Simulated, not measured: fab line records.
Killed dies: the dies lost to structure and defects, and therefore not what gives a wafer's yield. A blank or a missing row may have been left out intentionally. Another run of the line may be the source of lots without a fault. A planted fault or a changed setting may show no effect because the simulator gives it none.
Code-filled problem report in 8D (eight disciplines) form || flow sky130 || the parts of the form that need people (team, actions taken, sign-off) are left out

== 1. PROBLEM STATEMENT ==
LOCAL_INTERCONNECT_TIN_RS at SKY_LOCAL_INTERCONNECT_RS_MEAS_01 reads a mean of 11.73 ohm/sq on 3 wafers of 2 lots; wafers without a fault read 14.15 ohm/sq with a standard deviation of 0.15. That puts it -16 standard deviations away from the usual mean.
The step: measures by four-point-probe.
Earliest sighting: wafer L753.4 on film metro-03 at day 34 02:19. The record has a number at this step for 30 wafers belonging to 10 lots. The rule behind "out" and "out of limits": a value lying over 4 standard deviations away from the usual mean. Any other wafer with a number is counted as sound.

== 2. WHAT THIS IS AND IS NOT ==
{"question": "which readings at this step", "is": "LOCAL_INTERCONNECT_TIN_RS", "is not": "-"}
{"question": "which lots", "is": "L753, L756", "is not": "L739, L743, L744, L746, L752, L755, L757, L762"}
{"question": "which wafers of those lots", "is": "L753.4, L756.1, L756.5", "is not": "L753.3, L753.5, L756.6"}
{"question": "read on which gauges", "is": "film metro-03", "is not": "film metro-01, film metro-04"}
{"question": "when", "is": "from day 34 02:19", "is not": "up to then (17 sound wafers); but 10 sound wafers of L755, L756, L757, L762 came after"}

== 3. WHAT RULES OUT EACH SUSPECT ==
Counting: any tool at a process step up to the reading remains a suspect provided it ran every lot that is out. Sound lots after the first of them don't rule it out here, since some wafers of a struck lot are sound.
- ruled out: the gauge at SKY_LOCAL_INTERCONNECT_RS_MEAS_01. All the wafers that are out were read on film metro-03, but those of them that SKY_LOCAL_INTERCONNECT_METAL_ETCH_14 has rows for are out there too, on other tools.
- pvd sputter-03 at SKY_LOCAL_INTERCONNECT_SPUTTER_00 (material TiN, target thk 100 nm, time 83.3 s): kept. It processed each lot that is out (first: L753, day 34 02:13); up to then, its last sound lot is L752 (day 33 21:51).
Left after counting: pvd sputter-03 at SKY_LOCAL_INTERCONNECT_SPUTTER_00.

== 4. THE CAUSE (what the simulator had put in) ==
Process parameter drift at SKY_LOCAL_INTERCONNECT_SPUTTER_00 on pvd sputter-03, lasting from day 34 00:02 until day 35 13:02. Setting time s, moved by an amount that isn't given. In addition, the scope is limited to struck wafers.
After counting, this tool was the only one left.

== 5. SEQUENCE OF EFFECTS, ordered by route ==
Each row: a reading whose mean over the struck wafers that have a number lies more than 3 standard deviations from the usual. Only readings for which the record gives a usual standard deviation are gone through. hours: the time from each lot's start at the first step in this table that gives one to its start at this step, as a median over the lots. sigmas: the change in usual standard deviations.
{"hours": 0, "step": "SKY_LOCAL_INTERCONNECT_RS_MEAS_01", "reading": "LOCAL_INTERCONNECT_TIN_RS", "usual": "14.15 ohm/sq", "on struck wafers": 11.73, "change": -2.42, "sigmas": -16}
{"hours": 0, "step": "SKY_LOCAL_INTERCONNECT_THK_MEAS_02", "reading": "LOCAL_INTERCONNECT_TIN_THK", "usual": "99.7 nm", "on struck wafers": 119.6, "change": "+19.9", "sigmas": "+18"}
{"hours": 26, "step": "SKY_LOCAL_INTERCONNECT_METAL_ETCH_14", "reading": "oes product au", "usual": "0.941 a.u.", "on struck wafers": 0.998, "change": "+0.057", "sigmas": "+7.6"}
{"hours": 26, "step": "SKY_LOCAL_INTERCONNECT_METAL_ETCH_14", "reading": "throttle valve pct", "usual": "21.902 %", "on struck wafers": 21.863, "change": -0.039, "sigmas": -3.9}
Here are the process steps it includes:
- SKY_LOCAL_INTERCONNECT_METAL_ETCH_14: etches TiN in Cl2/BCl3, stops on PSG, target depth 110 nm, time 31.4 s.
Later measuring or inspecting steps at which every struck wafer that the step has a row for has a number for every such reading, and none has moved that far: SKY_CONTACT_RS_MEAS_25.

== 6. WHAT WOULD HAVE CAUGHT IT SOONER ==
Counted from the fault's start at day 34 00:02, it took 2 hours until the first out-of-limits reading at a measuring or inspecting step in this record, taken at day 34 02:19.
Tool readings at SKY_LOCAL_INTERCONNECT_SPUTTER_00 with a usual standard deviation given in the record: none out on any struck wafer, hence no alarm at a limit of 4 standard deviations on them.
Among the 2 lots that are out, L756 began SKY_LOCAL_INTERCONNECT_SPUTTER_00 on pvd sputter-03 after day 34 02:19. A tool hold placed at that time would have kept it from harm.
